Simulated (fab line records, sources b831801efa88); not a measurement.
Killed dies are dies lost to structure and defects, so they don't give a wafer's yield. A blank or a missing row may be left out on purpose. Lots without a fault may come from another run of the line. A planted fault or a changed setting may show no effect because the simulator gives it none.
Chamber matching | flow sky130 | SKY_FIELD_ISO_ETCH_15 on rie_diel-04: 4 sister chambers
The step etches the open film in CHF3/O2, stops on Si, target depth 180 nm, time 72 s. 4 wafers are shown with their chamber, then 9 later ones without.

WAFERS WITH THEIR CHAMBER
wafer  | chamber | drypump_motor_current_A (A)
L774.3 | 1       | 5.84
L778.1 | 3       | 5.34
L778.2 | 0       | 6.08
L778.3 | 2       | 5.68

WAFERS WITHOUT THEIR CHAMBER
wafer  | drypump_motor_current_A (A)
L779.4 | 5.33
L779.5 | 5.85
L779.6 | 5.75
L780.3 | 6.08
L780.4 | 5.80
L780.5 | 5.35
L781.1 | 5.68
L781.2 | 6.09
L781.6 | 6.09

WHICH CHAMBER EACH WENT THROUGH
wafer  | from the rows above     | in truth
L779.4 | 3                       | 3
L779.5 | 1                       | 1
L779.6 | can't be placed: 2 or 1 | 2
L780.3 | 0                       | 0
L780.4 | 1                       | 1
L780.5 | 3                       | 3
L781.1 | 2                       | 2
L781.2 | 0                       | 0
L781.6 | 0                       | 0
Placed correctly: 8 of 9. Can't be placed from these rows: 1 (the true chamber is among the candidates in 1). Placed wrongly: 0.
How it was worked out, from the rows above alone: a wafer's distance from a chamber is the root of the sum, over the readings, of the square of ((its reading less the chamber's mean) divided by the reading's scatter). The wafer belongs to the nearest chamber; if the next one is less than 2 further off, it can't be placed. A chamber's mean is the mean of its shown wafers. The scatter: with one shown wafer a chamber, the root of the mean of the squares of how far each hidden wafer lies from its nearest shown one.
